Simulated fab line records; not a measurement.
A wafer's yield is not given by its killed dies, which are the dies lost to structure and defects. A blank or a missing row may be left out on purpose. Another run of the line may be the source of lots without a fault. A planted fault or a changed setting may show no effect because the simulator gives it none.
fab line records :: flow gf180mcu
record
  lots=6
  wafers=18
  last-day=33
route steps=602 shown M2@362
lots that met no fault: taken from a fault-free run of the same line
start-h: hours from the record's opening day to when the first of the lot's shown wafers began :: wait-h: hours elapsed since this lot's preceding step :: " identical to the entry in the row above :: L1.1+2: one row covering several wafers at once :: - either no value or no given start :: * or withheld: withheld :: < > ~ a bound
route shown NAME@n: a module of which the file shows steps, and the number in the route of the first :: usual: mean/standard deviation of fault-free wafers :: same: alike in all rows :: chamber/n: place in a boat :: sites: each site's reading :: _std_site: the standard deviation of these :: _edge_site: inner sites' mean taken away from outer sites' mean :: radius-mm: how far each site lies from the wafer's centre :: mask NAME#n: copy n :: behind: the most recent tool/chamber to have shaped the wafer :: hold: what put the lot on hold/how long, in hours/how the hold closed :: device: whichever transistor did not switch (one of n, p or np) :: end of line: the tests these same wafers got at the end of their route :: a step with no rows: only its recipe :: killed: not the wafer's yield, but the dies lost to structure and defects at the first sort :: map: a wafer's dies, marking killed ones x, the rest . and places with no die _
set.NAME: the run value of the setting; set.NAME@STEP: its run value at that earlier step :: model.NAME: the simulator's own value behind a step, which no gauge read
a table for each step, a row for each wafer; lots at some steps of the route
services: the hour from which a tool's chamber was out of use, counted from the record's first day as start-h (under 0 if before that day), plus the number of hours and why
## steps
# step GF_M2_SPUTTER_00
# recipe
  material=Ti
  target-thk-nm=37.5
  arriving-ion-energy-ev=80
  substrate-temp-c=200
  chamber-pressure-pa=2
  power-w=4000
  time-s=150
# usual
  substrate-temp-c=199.99/0.18
  throttle-valve-pct=29.7/0.69
# same
  time-s=150
lot.wafer: L132.2
tool: pvd-sputter-01
chamber: -
start-h: 462.53
wait-h: 0.1
substrate-temp-c: 199.89
throttle-valve-pct: 29.7

lot.wafer: L132.4
tool: pvd-sputter-01
chamber: -
start-h: 462.53
wait-h: 0.1
substrate-temp-c: 200.18
throttle-valve-pct: 28.8

lot.wafer: L132.5
tool: pvd-sputter-01
chamber: -
start-h: 462.53
wait-h: 0.1
substrate-temp-c: 199.63
throttle-valve-pct: 29.4

lot.wafer: L136.1
tool: pvd-sputter-03
chamber: -
start-h: 496.68
wait-h: 0.2
substrate-temp-c: 200.33
throttle-valve-pct: 29.2

lot.wafer: L136.2
tool: pvd-sputter-03
chamber: -
start-h: 496.68
wait-h: 0.2
substrate-temp-c: 200.05
throttle-valve-pct: 29.7

lot.wafer: L136.4
tool: pvd-sputter-03
chamber: -
start-h: 496.68
wait-h: 0.2
substrate-temp-c: 200.03
throttle-valve-pct: 30.7

lot.wafer: L139.1
tool: pvd-sputter-02
chamber: -
start-h: 525.07
wait-h: 0.2
substrate-temp-c: 199.89
throttle-valve-pct: 31.1

lot.wafer: L139.2
tool: pvd-sputter-02
chamber: -
start-h: 525.07
wait-h: 0.2
substrate-temp-c: 200.13
throttle-valve-pct: 29.4

lot.wafer: L139.5
tool: pvd-sputter-02
chamber: -
start-h: 525.07
wait-h: 0.2
substrate-temp-c: 199.72
throttle-valve-pct: 30.7

lot.wafer: L140.2
tool: pvd-sputter-03
chamber: -
start-h: 532.92
wait-h: 0.1
substrate-temp-c: 199.95
throttle-valve-pct: 30.9

lot.wafer: L140.5
tool: pvd-sputter-03
chamber: -
start-h: 532.92
wait-h: 0.1
substrate-temp-c: 199.93
throttle-valve-pct: 29.3

lot.wafer: L140.6
tool: pvd-sputter-03
chamber: -
start-h: 532.92
wait-h: 0.1
substrate-temp-c: 199.91
throttle-valve-pct: 29.6

lot.wafer: L143.2
tool: pvd-sputter-02
chamber: -
start-h: 552.90
wait-h: 0.2
substrate-temp-c: 199.91
throttle-valve-pct: 29.2

lot.wafer: L143.5
tool: pvd-sputter-02
chamber: -
start-h: 552.90
wait-h: 0.2
substrate-temp-c: 199.93
throttle-valve-pct: 29.1

lot.wafer: L143.6
tool: pvd-sputter-02
chamber: -
start-h: 552.90
wait-h: 0.2
substrate-temp-c: 200.05
throttle-valve-pct: 30.2

lot.wafer: L148.4
tool: pvd-sputter-03
chamber: -
start-h: 587.78
wait-h: 0.2
substrate-temp-c: 200.00
throttle-valve-pct: 29.3

lot.wafer: L148.5
tool: pvd-sputter-03
chamber: -
start-h: 587.78
wait-h: 0.2
substrate-temp-c: 199.57
throttle-valve-pct: 29.7

lot.wafer: L148.6
tool: pvd-sputter-03
chamber: -
start-h: 587.78
wait-h: 0.2
substrate-temp-c: 199.66
throttle-valve-pct: 30.7
# step GF_M2_SPUTTER_01
# recipe
  material=TiN
  target-thk-nm=30
  power-w=6500
  time-s=25
  chamber-pressure-pa=0.4
# usual
  throttle-valve-pct=29.7/0.72
# same
  time-s=25
lot.wafer: L132.2
tool: pvd-sputter-01
chamber: -
start-h: 462.63
wait-h: 0.1
throttle-valve-pct: 29.5

lot.wafer: L132.4
tool: pvd-sputter-01
chamber: -
start-h: 462.63
wait-h: 0.1
throttle-valve-pct: 28.7

lot.wafer: L132.5
tool: pvd-sputter-01
chamber: -
start-h: 462.63
wait-h: 0.1
throttle-valve-pct: 29.5

lot.wafer: L136.1
tool: pvd-sputter-03
chamber: -
start-h: 496.78
wait-h: 0.1
throttle-valve-pct: 29.2

lot.wafer: L136.2
tool: pvd-sputter-03
chamber: -
start-h: 496.78
wait-h: 0.1
throttle-valve-pct: 29.7

lot.wafer: L136.4
tool: pvd-sputter-03
chamber: -
start-h: 496.78
wait-h: 0.1
throttle-valve-pct: 30.5

lot.wafer: L139.1
tool: pvd-sputter-02
chamber: -
start-h: 525.17
wait-h: 0.1
throttle-valve-pct: 31.2

lot.wafer: L139.2
tool: pvd-sputter-02
chamber: -
start-h: 525.17
wait-h: 0.1
throttle-valve-pct: 29.5

lot.wafer: L139.5
tool: pvd-sputter-02
chamber: -
start-h: 525.17
wait-h: 0.1
throttle-valve-pct: 31.0

lot.wafer: L140.2
tool: pvd-sputter-03
chamber: -
start-h: 533.02
wait-h: 0.1
throttle-valve-pct: 30.5

lot.wafer: L140.5
tool: pvd-sputter-03
chamber: -
start-h: 533.02
wait-h: 0.1
throttle-valve-pct: 29.4

lot.wafer: L140.6
tool: pvd-sputter-03
chamber: -
start-h: 533.02
wait-h: 0.1
throttle-valve-pct: 29.7

lot.wafer: L143.2
tool: pvd-sputter-02
chamber: -
start-h: 553.00
wait-h: 0.1
throttle-valve-pct: 29.2

lot.wafer: L143.5
tool: pvd-sputter-02
chamber: -
start-h: 553.00
wait-h: 0.1
throttle-valve-pct: 29.3

lot.wafer: L143.6
tool: pvd-sputter-02
chamber: -
start-h: 553.00
wait-h: 0.1
throttle-valve-pct: 30.2

lot.wafer: L148.4
tool: pvd-sputter-03
chamber: -
start-h: 587.84
wait-h: 0.0
throttle-valve-pct: 29.3

lot.wafer: L148.5
tool: pvd-sputter-03
chamber: -
start-h: 587.84
wait-h: 0.0
throttle-valve-pct: 29.7

lot.wafer: L148.6
tool: pvd-sputter-03
chamber: -
start-h: 587.84
wait-h: 0.0
throttle-valve-pct: 30.3
# step GF_M2_SPUTTER_02
# recipe
  material=AlCu
  target-thk-nm=450
  power-w=10600
  time-s=23.9
  chamber-pressure-pa=0.4
# usual
  throttle-valve-pct=29.7/0.7
# same
  time-s=23.9
lot.wafer: L132.2
tool: pvd-sputter-01
chamber: -
start-h: 462.66
wait-h: 0.0
throttle-valve-pct: 29.8

lot.wafer: L132.4
tool: pvd-sputter-01
chamber: -
start-h: 462.66
wait-h: 0.0
throttle-valve-pct: 28.6

lot.wafer: L132.5
tool: pvd-sputter-01
chamber: -
start-h: 462.66
wait-h: 0.0
throttle-valve-pct: 29.6

lot.wafer: L136.1
tool: pvd-sputter-03
chamber: -
start-h: 496.81
wait-h: 0.0
throttle-valve-pct: 29.4

lot.wafer: L136.2
tool: pvd-sputter-03
chamber: -
start-h: 496.81
wait-h: 0.0
throttle-valve-pct: 29.9

lot.wafer: L136.4
tool: pvd-sputter-03
chamber: -
start-h: 496.81
wait-h: 0.0
throttle-valve-pct: 30.4

lot.wafer: L139.1
tool: pvd-sputter-02
chamber: -
start-h: 525.20
wait-h: 0.0
throttle-valve-pct: 30.9

lot.wafer: L139.2
tool: pvd-sputter-02
chamber: -
start-h: 525.20
wait-h: 0.0
throttle-valve-pct: 29.4

lot.wafer: L139.5
tool: pvd-sputter-02
chamber: -
start-h: 525.20
wait-h: 0.0
throttle-valve-pct: 30.9

lot.wafer: L140.2
tool: pvd-sputter-03
chamber: -
start-h: 533.05
wait-h: 0.0
throttle-valve-pct: 30.8

lot.wafer: L140.5
tool: pvd-sputter-03
chamber: -
start-h: 533.05
wait-h: 0.0
throttle-valve-pct: 29.5

lot.wafer: L140.6
tool: pvd-sputter-03
chamber: -
start-h: 533.05
wait-h: 0.0
throttle-valve-pct: 29.5

lot.wafer: L143.2
tool: pvd-sputter-02
chamber: -
start-h: 553.03
wait-h: 0.0
throttle-valve-pct: 29.1

lot.wafer: L143.5
tool: pvd-sputter-02
chamber: -
start-h: 553.03
wait-h: 0.0
throttle-valve-pct: 29.2

lot.wafer: L143.6
tool: pvd-sputter-02
chamber: -
start-h: 553.03
wait-h: 0.0
throttle-valve-pct: 29.8

lot.wafer: L148.4
tool: pvd-sputter-03
chamber: -
start-h: 587.87
wait-h: 0.0
throttle-valve-pct: 29.4

lot.wafer: L148.5
tool: pvd-sputter-03
chamber: -
start-h: 587.87
wait-h: 0.0
throttle-valve-pct: 29.4

lot.wafer: L148.6
tool: pvd-sputter-03
chamber: -
start-h: 587.87
wait-h: 0.0
throttle-valve-pct: 30.6
# step GF_M2_SPUTTER_03
# recipe
  material=Ti
  target-thk-nm=10
  substrate-temp-c=300
  chamber-pressure-pa=0.3
  power-w=3000
  time-s=6.7
# usual
  substrate-temp-c=300.04/0.21
  throttle-valve-pct=29.8/0.72
# same
  time-s=6.7
lot.wafer: L132.2
tool: pvd-sputter-01
chamber: -
start-h: 462.69
wait-h: 0.0
substrate-temp-c: 300.15
throttle-valve-pct: 29.5

lot.wafer: L132.4
tool: pvd-sputter-01
chamber: -
start-h: 462.69
wait-h: 0.0
substrate-temp-c: 299.63
throttle-valve-pct: 28.6

lot.wafer: L132.5
tool: pvd-sputter-01
chamber: -
start-h: 462.69
wait-h: 0.0
substrate-temp-c: 300.14
throttle-valve-pct: 29.6

lot.wafer: L136.1
tool: pvd-sputter-03
chamber: -
start-h: 496.84
wait-h: 0.0
substrate-temp-c: 300.23
throttle-valve-pct: 29.2

lot.wafer: L136.2
tool: pvd-sputter-03
chamber: -
start-h: 496.84
wait-h: 0.0
substrate-temp-c: 299.99
throttle-valve-pct: 29.8

lot.wafer: L136.4
tool: pvd-sputter-03
chamber: -
start-h: 496.84
wait-h: 0.0
substrate-temp-c: 299.65
throttle-valve-pct: 30.6

lot.wafer: L139.1
tool: pvd-sputter-02
chamber: -
start-h: 525.23
wait-h: 0.0
substrate-temp-c: 300.30
throttle-valve-pct: 30.9

lot.wafer: L139.2
tool: pvd-sputter-02
chamber: -
start-h: 525.23
wait-h: 0.0
substrate-temp-c: 300.04
throttle-valve-pct: 29.0

lot.wafer: L139.5
tool: pvd-sputter-02
chamber: -
start-h: 525.23
wait-h: 0.0
substrate-temp-c: 300.22
throttle-valve-pct: 30.9

lot.wafer: L140.2
tool: pvd-sputter-03
chamber: -
start-h: 533.08
wait-h: 0.0
substrate-temp-c: 300.23
throttle-valve-pct: 30.6

lot.wafer: L140.5
tool: pvd-sputter-03
chamber: -
start-h: 533.08
wait-h: 0.0
substrate-temp-c: 300.16
throttle-valve-pct: 29.5

lot.wafer: L140.6
tool: pvd-sputter-03
chamber: -
start-h: 533.08
wait-h: 0.0
substrate-temp-c: 300.17
throttle-valve-pct: 29.8

lot.wafer: L143.2
tool: pvd-sputter-02
chamber: -
start-h: 553.06
wait-h: 0.0
substrate-temp-c: 300.58
throttle-valve-pct: 29.3

lot.wafer: L143.5
tool: pvd-sputter-02
chamber: -
start-h: 553.06
wait-h: 0.0
substrate-temp-c: 300.54
throttle-valve-pct: 29.2

lot.wafer: L143.6
tool: pvd-sputter-02
chamber: -
start-h: 553.06
wait-h: 0.0
substrate-temp-c: 299.91
throttle-valve-pct: 30.2

lot.wafer: L148.4
tool: pvd-sputter-03
chamber: -
start-h: 587.90
wait-h: 0.0
substrate-temp-c: 300.02
throttle-valve-pct: 29.3

lot.wafer: L148.5
tool: pvd-sputter-03
chamber: -
start-h: 587.90
wait-h: 0.0
substrate-temp-c: 299.77
throttle-valve-pct: 29.6

lot.wafer: L148.6
tool: pvd-sputter-03
chamber: -
start-h: 587.90
wait-h: 0.0
substrate-temp-c: 299.91
throttle-valve-pct: 30.6
# step GF_M2_SPUTTER_04
# recipe
  material=TiN
  target-thk-nm=50
  power-w=6500
  time-s=41.7
  chamber-pressure-pa=0.4
# usual
  throttle-valve-pct=29.8/0.68
# same
  time-s=41.7
lot.wafer: L132.2
tool: pvd-sputter-01
chamber: -
start-h: 462.71
wait-h: 0.0
throttle-valve-pct: 29.6

lot.wafer: L132.4
tool: pvd-sputter-01
chamber: -
start-h: 462.71
wait-h: 0.0
throttle-valve-pct: 28.7

lot.wafer: L132.5
tool: pvd-sputter-01
chamber: -
start-h: 462.71
wait-h: 0.0
throttle-valve-pct: 29.2

lot.wafer: L136.1
tool: pvd-sputter-03
chamber: -
start-h: 496.86
wait-h: 0.0
throttle-valve-pct: 29.3

lot.wafer: L136.2
tool: pvd-sputter-03
chamber: -
start-h: 496.86
wait-h: 0.0
throttle-valve-pct: 30.1

lot.wafer: L136.4
tool: pvd-sputter-03
chamber: -
start-h: 496.86
wait-h: 0.0
throttle-valve-pct: 30.4

lot.wafer: L139.1
tool: pvd-sputter-02
chamber: -
start-h: 525.25
wait-h: 0.0
throttle-valve-pct: 30.6

lot.wafer: L139.2
tool: pvd-sputter-02
chamber: -
start-h: 525.25
wait-h: 0.0
throttle-valve-pct: 29.2

lot.wafer: L139.5
tool: pvd-sputter-02
chamber: -
start-h: 525.25
wait-h: 0.0
throttle-valve-pct: 31.0

lot.wafer: L140.2
tool: pvd-sputter-03
chamber: -
start-h: 533.10
wait-h: 0.0
throttle-valve-pct: 30.6

lot.wafer: L140.5
tool: pvd-sputter-03
chamber: -
start-h: 533.10
wait-h: 0.0
throttle-valve-pct: 29.4

lot.wafer: L140.6
tool: pvd-sputter-03
chamber: -
start-h: 533.10
wait-h: 0.0
throttle-valve-pct: 29.8

lot.wafer: L143.2
tool: pvd-sputter-02
chamber: -
start-h: 553.08
wait-h: 0.0
throttle-valve-pct: 28.9

lot.wafer: L143.5
tool: pvd-sputter-02
chamber: -
start-h: 553.08
wait-h: 0.0
throttle-valve-pct: 29.3

lot.wafer: L143.6
tool: pvd-sputter-02
chamber: -
start-h: 553.08
wait-h: 0.0
throttle-valve-pct: 30.2

lot.wafer: L148.4
tool: pvd-sputter-03
chamber: -
start-h: 587.93
wait-h: 0.0
throttle-valve-pct: 29.3

lot.wafer: L148.5
tool: pvd-sputter-03
chamber: -
start-h: 587.93
wait-h: 0.0
throttle-valve-pct: 29.7

lot.wafer: L148.6
tool: pvd-sputter-03
chamber: -
start-h: 587.93
wait-h: 0.0
throttle-valve-pct: 30.7
# step GF_M2_RS_MEAS_05
# recipe
  thk-meas-gauge=four-point-probe
  reads=TiN_of_M2_SPUTTER_04+Ti_of_M2_SPUTTER_03+AlCu_of_M2_SPUTTER_02+TiN_of_M2_SPUTTER_01+Ti_of_M2_SPUTTER_00
# usual
  M2_ALCU_RS=0.0698/0.00069
lot.wafer: L132.2
tool: film-metro-02
chamber: -
start-h: 462.77
wait-h: 0.0
M2_ALCU_RS[ohm/sq]: 0.0687

lot.wafer: L132.4
tool: film-metro-02
chamber: -
start-h: 462.77
wait-h: 0.0
M2_ALCU_RS[ohm/sq]: 0.0687

lot.wafer: L132.5
tool: film-metro-02
chamber: -
start-h: 462.77
wait-h: 0.0
M2_ALCU_RS[ohm/sq]: 0.0692

lot.wafer: L136.1
tool: film-metro-04
chamber: -
start-h: 496.90
wait-h: 0.0
M2_ALCU_RS[ohm/sq]: 0.0701

lot.wafer: L136.2
tool: film-metro-04
chamber: -
start-h: 496.90
wait-h: 0.0
M2_ALCU_RS[ohm/sq]: 0.0703

lot.wafer: L136.4
tool: film-metro-04
chamber: -
start-h: 496.90
wait-h: 0.0
M2_ALCU_RS[ohm/sq]: 0.0705

lot.wafer: L139.1
tool: film-metro-03
chamber: -
start-h: 525.29
wait-h: 0.0
M2_ALCU_RS[ohm/sq]: 0.0707

lot.wafer: L139.2
tool: film-metro-03
chamber: -
start-h: 525.29
wait-h: 0.0
M2_ALCU_RS[ohm/sq]: 0.0708

lot.wafer: L139.5
tool: film-metro-03
chamber: -
start-h: 525.29
wait-h: 0.0
M2_ALCU_RS[ohm/sq]: 0.0703

lot.wafer: L140.2
tool: film-metro-02
chamber: -
start-h: 533.16
wait-h: 0.0
M2_ALCU_RS[ohm/sq]: 0.0689

lot.wafer: L140.5
tool: film-metro-02
chamber: -
start-h: 533.16
wait-h: 0.0
M2_ALCU_RS[ohm/sq]: 0.0695

lot.wafer: L140.6
tool: film-metro-02
chamber: -
start-h: 533.16
wait-h: 0.0
M2_ALCU_RS[ohm/sq]: 0.0694

lot.wafer: L143.2
tool: film-metro-04
chamber: -
start-h: 553.14
wait-h: 0.0
M2_ALCU_RS[ohm/sq]: 0.0697

lot.wafer: L143.5
tool: film-metro-04
chamber: -
start-h: 553.14
wait-h: 0.0
M2_ALCU_RS[ohm/sq]: 0.0700

lot.wafer: L143.6
tool: film-metro-04
chamber: -
start-h: 553.14
wait-h: 0.0
M2_ALCU_RS[ohm/sq]: 0.0696

lot.wafer: L148.4
tool: film-metro-04
chamber: -
start-h: 588.01
wait-h: 0.1
M2_ALCU_RS[ohm/sq]: 0.0703

lot.wafer: L148.5
tool: film-metro-04
chamber: -
start-h: 588.01
wait-h: 0.1
M2_ALCU_RS[ohm/sq]: 0.0698

lot.wafer: L148.6
tool: film-metro-04
chamber: -
start-h: 588.01
wait-h: 0.1
M2_ALCU_RS[ohm/sq]: 0.0694
# step GF_M2_THK_MEAS_06
# recipe
  thk-meas-gauge=xrf
  reads=AlCu_of_M2_SPUTTER_02
# usual
  M2_ALCU_THK=457/4.9
lot.wafer: L132.2
tool: film-metro-02
chamber: -
start-h: 462.88
wait-h: 0.1
M2_ALCU_THK[nm]: 460

lot.wafer: L132.4
tool: film-metro-02
chamber: -
start-h: 462.88
wait-h: 0.1
M2_ALCU_THK[nm]: 460

lot.wafer: L132.5
tool: film-metro-02
chamber: -
start-h: 462.88
wait-h: 0.1
M2_ALCU_THK[nm]: 456

lot.wafer: L136.1
tool: film-metro-04
chamber: -
start-h: 497.02
wait-h: 0.1
M2_ALCU_THK[nm]: 455

lot.wafer: L136.2
tool: film-metro-04
chamber: -
start-h: 497.02
wait-h: 0.1
M2_ALCU_THK[nm]: 455

lot.wafer: L136.4
tool: film-metro-04
chamber: -
start-h: 497.02
wait-h: 0.1
M2_ALCU_THK[nm]: 451

lot.wafer: L139.1
tool: film-metro-03
chamber: -
start-h: 525.41
wait-h: 0.1
M2_ALCU_THK[nm]: 452

lot.wafer: L139.2
tool: film-metro-03
chamber: -
start-h: 525.41
wait-h: 0.1
M2_ALCU_THK[nm]: 452

lot.wafer: L139.5
tool: film-metro-03
chamber: -
start-h: 525.41
wait-h: 0.1
M2_ALCU_THK[nm]: 458

lot.wafer: L140.2
tool: film-metro-02
chamber: -
start-h: 533.27
wait-h: 0.1
M2_ALCU_THK[nm]: 456

lot.wafer: L140.5
tool: film-metro-02
chamber: -
start-h: 533.27
wait-h: 0.1
M2_ALCU_THK[nm]: 453

lot.wafer: L140.6
tool: film-metro-02
chamber: -
start-h: 533.27
wait-h: 0.1
M2_ALCU_THK[nm]: 457

lot.wafer: L143.2
tool: film-metro-04
chamber: -
start-h: 553.25
wait-h: 0.1
M2_ALCU_THK[nm]: 453

lot.wafer: L143.5
tool: film-metro-04
chamber: -
start-h: 553.25
wait-h: 0.1
M2_ALCU_THK[nm]: 453

lot.wafer: L143.6
tool: film-metro-04
chamber: -
start-h: 553.25
wait-h: 0.1
M2_ALCU_THK[nm]: 458

lot.wafer: L148.4
tool: film-metro-04
chamber: -
start-h: 588.10
wait-h: 0.1
M2_ALCU_THK[nm]: 455

lot.wafer: L148.5
tool: film-metro-04
chamber: -
start-h: 588.10
wait-h: 0.1
M2_ALCU_THK[nm]: 454

lot.wafer: L148.6
tool: film-metro-04
chamber: -
start-h: 588.10
wait-h: 0.1
M2_ALCU_THK[nm]: 457
# step GF_M2_DEHYDRATE_07
# recipe
  temp-c=200
  time-s=60
# step GF_M2_HMDS_08
# recipe
  prime-time-s=60
  prime-temp-c=120
# step GF_M2_COAT_09
# recipe
  resist=KrF
  spin-rpm=withheld
  resist-thk-nm=1000
# step GF_M2_SOFTBAKE_10
# recipe
  temp-c=130
  time-s=60
  resist=KrF
# step GF_M2_EXPOSE_11
# recipe
  mask-id=Metal2
  target-cd-nm=280
  na=0.68
  source-shape=conventional
  sigma-outer=0.6
  dose-mj=28
# step GF_M2_PEB_12
# recipe
  peb-temp-c=135
  peb-time-s=90
  resist=KrF
# usual
  chill-plate-temp-C=22.99/0.099
  exhaust-pa=45.0/0.84
  peb-time-s=90/0
lot.wafer: L132.2
tool: litho-track-02
chamber: 0
start-h: 486.10
wait-h: -
chill-plate-temp-C: 23.11
exhaust-pa: 44.9
peb-time-s: 90

lot.wafer: L132.4
tool: litho-track-02
chamber: 0
start-h: 486.10
wait-h: -
chill-plate-temp-C: 23.03
exhaust-pa: 44.7
peb-time-s: 90

lot.wafer: L132.5
tool: litho-track-02
chamber: 0
start-h: 486.10
wait-h: -
chill-plate-temp-C: 22.95
exhaust-pa: 45.1
peb-time-s: 90

lot.wafer: L136.1
tool: litho-track-01
chamber: 0
start-h: 519.96
wait-h: -
chill-plate-temp-C: 22.95
exhaust-pa: 44.7
peb-time-s: 90

lot.wafer: L136.2
tool: litho-track-01
chamber: 0
start-h: 519.96
wait-h: -
chill-plate-temp-C: 22.94
exhaust-pa: 44.5
peb-time-s: 90

lot.wafer: L136.4
tool: litho-track-01
chamber: 0
start-h: 519.96
wait-h: -
chill-plate-temp-C: 23.20
exhaust-pa: 44.6
peb-time-s: 90

lot.wafer: L139.1
tool: litho-track-02
chamber: -
start-h: 547.77
wait-h: -
chill-plate-temp-C: -
exhaust-pa: -
peb-time-s: -

lot.wafer: L139.2
tool: litho-track-02
chamber: -
start-h: 547.77
wait-h: -
chill-plate-temp-C: -
exhaust-pa: -
peb-time-s: -

lot.wafer: L139.5
tool: litho-track-02
chamber: -
start-h: 547.77
wait-h: -
chill-plate-temp-C: -
exhaust-pa: -
peb-time-s: -

lot.wafer: L140.2
tool: litho-track-03
chamber: -
start-h: 555.10
wait-h: -
chill-plate-temp-C: -
exhaust-pa: -
peb-time-s: -

lot.wafer: L140.5
tool: litho-track-03
chamber: -
start-h: 555.10
wait-h: -
chill-plate-temp-C: -
exhaust-pa: -
peb-time-s: -

lot.wafer: L140.6
tool: litho-track-03
chamber: -
start-h: 555.10
wait-h: -
chill-plate-temp-C: -
exhaust-pa: -
peb-time-s: -

lot.wafer: L143.2
tool: litho-track-01
chamber: 0
start-h: 574.39
wait-h: -
chill-plate-temp-C: 22.96
exhaust-pa: 44.2
peb-time-s: 90

lot.wafer: L143.5
tool: litho-track-01
chamber: 0
start-h: 574.39
wait-h: -
chill-plate-temp-C: 23.01
exhaust-pa: 46.0
peb-time-s: 90

lot.wafer: L143.6
tool: litho-track-01
chamber: 0
start-h: 574.39
wait-h: -
chill-plate-temp-C: 23.04
exhaust-pa: 46.4
peb-time-s: 90

lot.wafer: L148.4
tool: litho-track-01
chamber: 0
start-h: 608.46
wait-h: -
chill-plate-temp-C: 22.99
exhaust-pa: 44.0
peb-time-s: 90

lot.wafer: L148.5
tool: litho-track-01
chamber: 0
start-h: 608.46
wait-h: -
chill-plate-temp-C: 22.97
exhaust-pa: 45.0
peb-time-s: 90

lot.wafer: L148.6
tool: litho-track-01
chamber: 0
start-h: 608.46
wait-h: -
chill-plate-temp-C: 23.10
exhaust-pa: 44.1
peb-time-s: 90
# step GF_M2_DEVELOP_13
# recipe
  develop-time-s=60
  dev-temp-c=21
## services
tool: pvd-sputter-02
chamber: -
start-h: 480.43
hours: 8.2
kind: repair

tool: pvd-sputter-01
chamber: -
start-h: 588.96
hours: 2.7
kind: repair

tool: litho-track-03
chamber: -
start-h: 589.13
hours: -
kind: consumable-replace:filter

tool: pvd-sputter-03
chamber: -
start-h: 607.90
hours: 12.7
kind: repair
## key
first-sign
  step=GF_M2_PEB_12
  reading=tool-record
  direction=missing
effect none on later readings
met-at GF_M2_PEB_12
struck-wafers L139.1,L139.2,L139.5,L140.2,L140.5,L140.6
later-rows-left-out L139.1,L139.2,L139.5,L140.2,L140.5,L140.6
sort-left-out L139.1,L139.2,L139.5,L140.2,L140.5,L140.6
onset-between 486.10 547.77
fault
  kind=skipped-step-whole
  tool=litho-track-02,litho-track-03
  chamber=-
  onset-h=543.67
  steps=GF_M2_PEB_12
  scope=struck-lots-only
# sort-left-out: the simulated sort isn't trusted on such a fault, so these wafers' sort isn't shown, and their yield isn't known
# later-rows-left-out: the simulator's readings of these wafers behind a module that went badly wrong aren't trusted and aren't shown, but for the sort
